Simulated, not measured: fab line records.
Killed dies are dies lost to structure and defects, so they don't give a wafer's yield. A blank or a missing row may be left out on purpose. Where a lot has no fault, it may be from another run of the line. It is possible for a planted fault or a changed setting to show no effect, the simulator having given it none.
fab line records + flow gf180mcu
record:
- lots: 13
- wafers: 39
- last_day: 34
route steps=602 shown NSD@241 M1@318 V2@385 M4@470
lots with no fault: from the same line, run without faults
start_h: start of the lot's first displayed wafer, in hours after the record's first day + wait_h: hours from the lot's prior step to this one + " as in the row above + L1.1+2: a row that stands for several wafers + - value missing, or start not given + * or withheld: withheld + < > ~ a bound
route shown NAME@n: a module of which the file shows steps, and the number in the route of the first + usual: average and standard deviation across the fault-free wafers + same: alike in all rows + chamber/n: place in a boat + sites: readings site by site + _std_site: standard deviation of those values + _edge_site: outer sites' mean less inner sites' + radius_mm: how far each site lies from the wafer's centre + mask NAME#n: copy n + behind: the most recent tool/chamber to have shaped the wafer + hold: why the lot was held/for how many hours/how that ended + device: which transistor (n, p or np) failed to switch + end of line: the route-end tests of the same wafers + a step with no rows: only its recipe + killed: dies lost to structure and defects at the first sort, not the wafer's yield + map: a wafer's dies, x killed, . not, _ none there
set.NAME: the setting that was run; set.NAME@STEP: the one run at that earlier step + model.NAME: the simulator's own value behind a step, which no gauge read
one table for each step of the route and one row for each wafer, over a sample of lots
services: a tool's chamber out of use, with start hour (start_h, from the record's first day; less than 0 if before it), hours out, and reason
== steps ==
step: GF_NSD_DEVELOP_06
recipe:
- develop_time_s: 60
- dev_temp_c: 23
usual:
- developer_temp_C: 23.01/0.1
| lot.wafer | tool           | chamber | start_h | wait_h | developer_temp_C |
|-----------|----------------|---------|---------|--------|------------------|
| L183.3    | litho_track-02 | 0       | 296.52  | 0.1    | 22.80            |
| L183.4    | "              | 0       | "       | "      | 23.03            |
| L183.5    | "              | 0       | "       | "      | 22.99            |
| L184.3    | litho_track-02 | 0       | 313.52  | 0.1    | 22.75            |
| L184.4    | "              | 0       | "       | "      | 22.77            |
| L184.5    | "              | 0       | "       | "      | 22.84            |
| L185.2    | litho_track-02 | 0       | 320.14  | 0.1    | 22.92            |
| L185.4    | "              | 0       | "       | "      | 23.12            |
| L185.5    | "              | 0       | "       | "      | 23.11            |
| L187.3    | litho_track-04 | 0       | 339.12  | 0.1    | 22.99            |
| L187.4    | "              | 0       | "       | "      | 23.22            |
| L187.5    | "              | 0       | "       | "      | 22.92            |
| L190.2    | litho_track-03 | 0       | 359.29  | 0.1    | 22.85            |
| L190.3    | "              | 0       | "       | "      | 23.09            |
| L190.6    | "              | 0       | "       | "      | 22.89            |
| L192.1    | litho_track-03 | 0       | 374.91  | 0.1    | 22.85            |
| L192.3    | "              | 0       | "       | "      | 22.86            |
| L192.6    | "              | 0       | "       | "      | 22.98            |
| L193.1    | litho_track-03 | 0       | 388.76  | 0.1    | 22.84            |
| L193.2    | "              | 0       | "       | "      | 22.87            |
| L193.3    | "              | 0       | "       | "      | 23.03            |
| L194.1    | litho_track-03 | 0       | 391.66  | 0.1    | 22.91            |
| L194.2    | "              | 0       | "       | "      | 23.02            |
| L194.5    | "              | 0       | "       | "      | 22.97            |
| L196.2    | litho_track-04 | 0       | 411.10  | 0.1    | 23.12            |
| L196.4    | "              | 0       | "       | "      | 23.09            |
| L196.5    | "              | 0       | "       | "      | 22.99            |
| L197.2    | litho_track-03 | 0       | 416.94  | 0.1    | 22.95            |
| L197.4    | "              | 0       | "       | "      | 22.98            |
| L197.5    | "              | 0       | "       | "      | 23.10            |
| L204.2    | litho_track-03 | 0       | 478.44  | 0.1    | 23.23            |
| L204.3    | "              | 0       | "       | "      | 23.17            |
| L204.4    | "              | 0       | "       | "      | 23.10            |
| L205.2    | litho_track-02 | 0       | 483.29  | 0.1    | 23.09            |
| L205.4    | "              | 0       | "       | "      | 22.93            |
| L205.5    | "              | 0       | "       | "      | 22.97            |
| L206.1    | litho_track-03 | 0       | 491.71  | 0.1    | 23.09            |
| L206.2    | "              | 0       | "       | "      | 23.00            |
| L206.3    | "              | 0       | "       | "      | 22.85            |
step: GF_NSD_CD_MEAS_07
recipe:
- target_cd_nm: 400
usual:
- cd_nm: 401.2/2.7
| lot.wafer | tool      | chamber | start_h | wait_h | cd_nm |
|-----------|-----------|---------|---------|--------|-------|
| L183.3    | cd_sem-02 | -       | 296.66  | 0.1    | 401.0 |
| L183.4    | "         | -       | "       | "      | 400.5 |
| L183.5    | "         | -       | "       | "      | 401.5 |
| L184.3    | cd_sem-01 | -       | 313.66  | 0.1    | 401.9 |
| L184.4    | "         | -       | "       | "      | 399.9 |
| L184.5    | "         | -       | "       | "      | 401.7 |
| L185.2    | cd_sem-02 | -       | 320.29  | 0.1    | 400.7 |
| L185.4    | "         | -       | "       | "      | 399.2 |
| L185.5    | "         | -       | "       | "      | 400.7 |
| L187.3    | cd_sem-02 | -       | 339.26  | 0.1    | 398.0 |
| L187.4    | "         | -       | "       | "      | 398.0 |
| L187.5    | "         | -       | "       | "      | 397.5 |
| L190.2    | cd_sem-01 | -       | 359.44  | 0.1    | 402.6 |
| L190.3    | "         | -       | "       | "      | 404.5 |
| L190.6    | "         | -       | "       | "      | 404.8 |
| L192.1    | cd_sem-01 | -       | 375.06  | 0.1    | 399.0 |
| L192.3    | "         | -       | "       | "      | 400.3 |
| L192.6    | "         | -       | "       | "      | 401.4 |
| L193.1    | cd_sem-01 | -       | 388.91  | 0.1    | 395.8 |
| L193.2    | "         | -       | "       | "      | 396.1 |
| L193.3    | "         | -       | "       | "      | 396.0 |
| L194.1    | cd_sem-01 | -       | 391.81  | 0.1    | 288.7 |
| L194.2    | "         | -       | "       | "      | 289.5 |
| L194.5    | "         | -       | "       | "      | 288.9 |
| L196.2    | cd_sem-01 | -       | 411.24  | 0.1    | 400.5 |
| L196.4    | "         | -       | "       | "      | 399.1 |
| L196.5    | "         | -       | "       | "      | 399.3 |
| L197.2    | cd_sem-01 | -       | 417.08  | 0.1    | 298.6 |
| L197.4    | "         | -       | "       | "      | 291.5 |
| L197.5    | "         | -       | "       | "      | 294.6 |
| L204.2    | cd_sem-02 | -       | 478.58  | 0.1    | 409.1 |
| L204.3    | "         | -       | "       | "      | 403.8 |
| L204.4    | "         | -       | "       | "      | 407.3 |
| L205.2    | cd_sem-01 | -       | 483.44  | 0.1    | 398.0 |
| L205.4    | "         | -       | "       | "      | 400.2 |
| L205.5    | "         | -       | "       | "      | 398.4 |
| L206.1    | cd_sem-01 | -       | 491.86  | 0.1    | 403.2 |
| L206.2    | "         | -       | "       | "      | 400.2 |
| L206.3    | "         | -       | "       | "      | 401.7 |
step: GF_M1_SPUTTER_03
recipe:
- material: Ti
- target_thk_nm: 10
- substrate_temp_c: 300
- chamber_pressure_pa: 0.3
- power_w: 3000
- time_s: 6.7
usual:
- cathode_dc_power_W: 2999.9/0.48
- chamber_pressure_pa: 0.2999/0.00062
- substrate_temp_c: 299.98/0.18
- throttle_valve_pct: 29.6/1.1
| lot.wafer | tool           | chamber | start_h | wait_h | cathode_dc_power_W | chamber_pressure_pa | substrate_temp_c | throttle_valve_pct |
|-----------|----------------|---------|---------|--------|--------------------|---------------------|------------------|--------------------|
| L183.3    | pvd_sputter-01 | -       | 363.79  | 0.0    | 2999.9             | 0.3000              | 300.10           | 30.1               |
| L183.4    | "              | -       | "       | "      | 2999.7             | 0.2999              | 300.22           | 29.7               |
| L183.5    | "              | -       | "       | "      | 3000.5             | 0.2995              | 300.06           | 30.2               |
| L184.3    | pvd_sputter-04 | -       | 384.51  | 0.0    | 3000.5             | 0.2999              | 299.76           | 27.4               |
| L184.4    | "              | -       | "       | "      | 2999.0             | 0.2997              | 299.91           | 30.7               |
| L184.5    | "              | -       | "       | "      | 2999.8             | 0.2993              | 299.64           | 27.4               |
| L185.2    | pvd_sputter-01 | -       | 390.30  | 0.0    | 2999.6             | 0.2995              | 299.98           | 30.5               |
| L185.4    | "              | -       | "       | "      | 2999.7             | 0.2982              | 299.84           | 30.1               |
| L185.5    | "              | -       | "       | "      | 2999.8             | 0.3008              | 299.70           | 30.0               |
| L187.3    | pvd_sputter-04 | -       | 410.91  | 0.0    | 3000.2             | 0.2990              | 300.06           | 28.7               |
| L187.4    | "              | -       | "       | "      | 2999.5             | 0.2997              | 299.91           | 30.1               |
| L187.5    | "              | -       | "       | "      | 2999.5             | 0.3001              | 299.97           | 28.3               |
| L190.2    | pvd_sputter-01 | -       | 433.84  | 0.0    | 3001.1             | 0.3000              | 300.26           | 30.3               |
| L190.3    | "              | -       | "       | "      | 2999.9             | 0.2983              | 300.24           | 29.9               |
| L190.6    | "              | -       | "       | "      | 3000.7             | 0.3009              | 300.14           | 30.3               |
| L192.1    | pvd_sputter-01 | -       | 452.08  | 0.0    | 2999.3             | 0.3000              | 300.10           | 30.6               |
| L192.3    | "              | -       | "       | "      | 3000.1             | 0.2994              | 300.13           | 29.8               |
| L192.6    | "              | -       | "       | "      | 3000.1             | 0.3006              | 300.15           | 30.3               |
| L193.1    | pvd_sputter-04 | -       | 464.05  | 0.0    | 3000.6             | 0.2991              | 299.65           | 28.6               |
| L193.2    | "              | -       | "       | "      | 2999.0             | 0.2996              | 299.92           | 27.0               |
| L193.3    | "              | -       | "       | "      | 2999.7             | 0.3003              | 299.86           | 30.7               |
| L194.1    | pvd_sputter-01 | -       | 468.05  | 0.0    | 3000.6             | 0.3002              | 299.95           | 30.4               |
| L194.2    | "              | -       | "       | "      | 3000.5             | 0.3006              | 299.64           | 30.2               |
| L194.5    | "              | -       | "       | "      | 2999.8             | 0.2992              | 299.56           | 30.1               |
| L196.2    | pvd_sputter-04 | -       | 488.28  | 0.0    | 2999.7             | 0.2993              | 299.95           | 30.2               |
| L196.4    | "              | -       | "       | "      | 2998.7             | 0.3004              | 299.93           | 30.8               |
| L196.5    | "              | -       | "       | "      | 2999.9             | 0.3001              | 300.06           | 30.2               |
| L197.2    | pvd_sputter-01 | -       | 494.60  | 0.0    | 3000.5             | 0.2994              | 300.40           | 30.0               |
| L197.4    | "              | -       | "       | "      | 2999.3             | 0.3008              | 299.99           | 30.3               |
| L197.5    | "              | -       | "       | "      | 2999.8             | 0.2997              | 300.06           | 30.1               |
| L204.2    | pvd_sputter-02 | -       | 554.05  | 0.0    | 3000.3             | 0.3005              | 300.07           | 30.9               |
| L204.3    | "              | -       | "       | "      | 2999.8             | 0.2994              | 300.24           | 28.1               |
| L204.4    | "              | -       | "       | "      | 3001.0             | 0.2993              | 299.62           | 28.8               |
| L205.2    | pvd_sputter-04 | -       | 557.04  | 0.0    | 3000.3             | 0.3006              | 299.73           | 27.4               |
| L205.4    | "              | -       | "       | "      | 2999.8             | 0.2998              | 299.89           | 28.4               |
| L205.5    | "              | -       | "       | "      | 3000.1             | 0.3004              | 299.99           | 31.0               |
| L206.1    | pvd_sputter-04 | -       | 565.58  | 0.0    | 3000.1             | 0.2993              | 300.08           | 30.1               |
| L206.2    | "              | -       | "       | "      | 3000.3             | 0.3011              | 299.87           | 31.0               |
| L206.3    | "              | -       | "       | "      | 3001.0             | 0.3000              | 300.00           | 27.2               |
step: GF_V2_THK_MEAS_03
recipe:
- reads: SiO2_of_V2_CVD_02
usual:
- V2_CVD_02_THK: 849/11
| lot.wafer | tool          | chamber | start_h | wait_h | V2_CVD_02_THK[nm] |
|-----------|---------------|---------|---------|--------|-------------------|
| L183.3    | film_metro-01 | -       | 437.23  | 0.1    | 849               |
| L183.4    | "             | -       | "       | "      | 863               |
| L183.5    | "             | -       | "       | "      | 878               |
| L184.3    | film_metro-03 | -       | 459.94  | 0.1    | 854               |
| L184.4    | "             | -       | "       | "      | 847               |
| L184.5    | "             | -       | "       | "      | 861               |
| L185.2    | film_metro-04 | -       | 467.81  | 0.0    | 842               |
| L185.4    | "             | -       | "       | "      | 853               |
| L185.5    | "             | -       | "       | "      | 855               |
| L187.3    | film_metro-01 | -       | 488.25  | 0.1    | 843               |
| L187.4    | "             | -       | "       | "      | 851               |
| L187.5    | "             | -       | "       | "      | 852               |
| L190.2    | film_metro-03 | -       | 510.99  | 0.0    | 853               |
| L190.3    | "             | -       | "       | "      | 837               |
| L190.6    | "             | -       | "       | "      | 858               |
| L192.1    | film_metro-03 | -       | 527.96  | 0.0    | 857               |
| L192.3    | "             | -       | "       | "      | 845               |
| L192.6    | "             | -       | "       | "      | 855               |
| L193.1    | film_metro-04 | -       | 540.39  | 0.0    | 845               |
| L193.2    | "             | -       | "       | "      | 848               |
| L193.3    | "             | -       | "       | "      | 865               |
| L194.1    | film_metro-04 | -       | 543.85  | 0.0    | 828               |
| L194.2    | "             | -       | "       | "      | 858               |
| L194.5    | "             | -       | "       | "      | 850               |
| L196.2    | film_metro-01 | -       | 561.73  | 0.0    | 818               |
| L196.4    | "             | -       | "       | "      | 838               |
| L196.5    | "             | -       | "       | "      | 858               |
| L197.2    | film_metro-04 | -       | 567.95  | 0.0    | 832               |
| L197.4    | "             | -       | "       | "      | 847               |
| L197.5    | "             | -       | "       | "      | 852               |
| L204.2    | film_metro-03 | -       | 621.95  | 0.0    | 849               |
| L204.3    | "             | -       | "       | "      | 861               |
| L204.4    | "             | -       | "       | "      | 867               |
| L205.2    | film_metro-01 | -       | 625.84  | 0.0    | 855               |
| L205.4    | "             | -       | "       | "      | 864               |
| L205.5    | "             | -       | "       | "      | 860               |
| L206.1    | film_metro-03 | -       | 632.58  | 0.0    | 837               |
| L206.2    | "             | -       | "       | "      | 833               |
| L206.3    | "             | -       | "       | "      | 841               |
step: GF_M4_CD_MEAS_14
recipe:
- target_cd_nm: 280
usual:
- cd_nm: 280.3/1.2
| lot.wafer | tool      | chamber | start_h | wait_h | cd_nm |
|-----------|-----------|---------|---------|--------|-------|
| L183.3    | cd_sem-01 | -       | 537.81  | 0.1    | 279.1 |
| L183.4    | "         | -       | "       | "      | 278.4 |
| L183.5    | "         | -       | "       | "      | 279.3 |
| L184.3    | cd_sem-02 | -       | 560.02  | 0.1    | 280.1 |
| L184.4    | "         | -       | "       | "      | 280.4 |
| L184.5    | "         | -       | "       | "      | 279.0 |
| L185.2    | cd_sem-01 | -       | 565.44  | 0.1    | 279.6 |
| L185.4    | "         | -       | "       | "      | 280.5 |
| L185.5    | "         | -       | "       | "      | 281.0 |
| L187.3    | cd_sem-02 | -       | 584.97  | 0.1    | 280.2 |
| L187.4    | "         | -       | "       | "      | 281.5 |
| L187.5    | "         | -       | "       | "      | 280.3 |
| L190.2    | cd_sem-01 | -       | 606.80  | 0.1    | 281.7 |
| L190.3    | "         | -       | "       | "      | 281.7 |
| L190.6    | "         | -       | "       | "      | 281.6 |
| L192.1    | cd_sem-02 | -       | 620.48  | 0.1    | 280.3 |
| L192.3    | "         | -       | "       | "      | 280.1 |
| L192.6    | "         | -       | "       | "      | 280.7 |
| L193.1    | cd_sem-01 | -       | 631.21  | 0.1    | 280.3 |
| L193.2    | "         | -       | "       | "      | 281.7 |
| L193.3    | "         | -       | "       | "      | 280.2 |
| L194.1    | cd_sem-02 | -       | 635.33  | 0.1    | 280.6 |
| L194.2    | "         | -       | "       | "      | 281.0 |
| L194.5    | "         | -       | "       | "      | 281.2 |
| L196.2    | cd_sem-02 | -       | 651.33  | 0.1    | 278.8 |
| L196.4    | "         | -       | "       | "      | 279.8 |
| L196.5    | "         | -       | "       | "      | 278.3 |
| L197.2    | cd_sem-01 | -       | 657.53  | 0.1    | 282.3 |
| L197.4    | "         | -       | "       | "      | 282.9 |
| L197.5    | "         | -       | "       | "      | 281.7 |
| L204.2    | cd_sem-01 | -       | 705.85  | 0.1    | 279.2 |
| L204.3    | "         | -       | "       | "      | 279.3 |
| L204.4    | "         | -       | "       | "      | 279.7 |
| L205.2    | cd_sem-02 | -       | 708.19  | 0.1    | 281.1 |
| L205.4    | "         | -       | "       | "      | 281.3 |
| L205.5    | "         | -       | "       | "      | 280.7 |
| L206.1    | cd_sem-01 | -       | 714.81  | 0.1    | 280.7 |
| L206.2    | "         | -       | "       | "      | 279.1 |
| L206.3    | "         | -       | "       | "      | 279.3 |
== services ==
| tool           | chamber | start_h | hours | kind                   |
|----------------|---------|---------|-------|------------------------|
| pvd_sputter-01 | -       | 283.87  | 1.1   | repair                 |
| pvd_sputter-02 | -       | 284.47  | 1.8   | repair                 |
| pvd_sputter-02 | 1       | 334.10  | -     | consumable_replace:kit |
| pvd_sputter-02 | 1       | 334.10  | 18.0  | scheduled_down         |
| pvd_sputter-02 | 1       | 334.10  | 18.0  | vent_cycle             |
| pvd_sputter-04 | 2       | 334.85  | -     | consumable_replace:kit |
| pvd_sputter-04 | 2       | 334.85  | 18.0  | scheduled_down         |
| pvd_sputter-04 | 2       | 334.85  | 18.0  | vent_cycle             |
| pvd_sputter-04 | -       | 356.80  | 1.9   | repair                 |
| pvd_sputter-01 | 1       | 426.86  | -     | consumable_replace:kit |
| pvd_sputter-01 | 1       | 426.86  | 18.0  | scheduled_down         |
| pvd_sputter-01 | 1       | 426.86  | 18.0  | vent_cycle             |
| pvd_sputter-01 | -       | 473.91  | 3.1   | repair                 |
| pvd_sputter-04 | -       | 483.19  | 2.5   | repair                 |
| pvd_sputter-02 | -       | 492.84  | 2.0   | repair                 |
| pvd_sputter-04 | -       | 509.63  | 1.0   | repair                 |
| pvd_sputter-02 | 0       | 525.91  | -     | consumable_replace:kit |
| pvd_sputter-02 | 0       | 525.91  | 18.0  | scheduled_down         |
| pvd_sputter-02 | 0       | 525.91  | 18.0  | vent_cycle             |
| pvd_sputter-04 | 1       | 526.69  | -     | consumable_replace:kit |
| pvd_sputter-04 | 1       | 526.69  | 18.0  | scheduled_down         |
| pvd_sputter-04 | 1       | 526.69  | 18.0  | vent_cycle             |
| pvd_sputter-01 | -       | 553.80  | 2.2   | repair                 |
== key ==
first_sign:
- step: GF_NSD_CD_MEAS_07
- reading: cd_nm
- direction: down
- sigmas: 40
- usual: 401.2
- struck: 292.0
effect none on later readings
met_at GF_NSD_DEVELOP_06
struck_lots L194,L197
tester_left_out L194,L197
not_acting_at GF_M1_SPUTTER_03,GF_V2_THK_MEAS_03,GF_M4_CD_MEAS_14
onset_between 388.76 391.66
fault:
- kind: process_parameter_drift
- tool: litho_track-03
- chamber: -
- onset_h: 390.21
- steps: GF_NSD_DEVELOP_06
- channel: develop_time_s
- offset: *
- shape: step
- end_h: 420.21
- acts_in: *
- stated: *
tester_left_out: of these lots the tester's yield and bins aren't shown, on N5 and GAA mostly nor the transistor test; their killed dies are dies lost to structure and defects alone, not to doping, threshold or leakage, so they don't give the yield
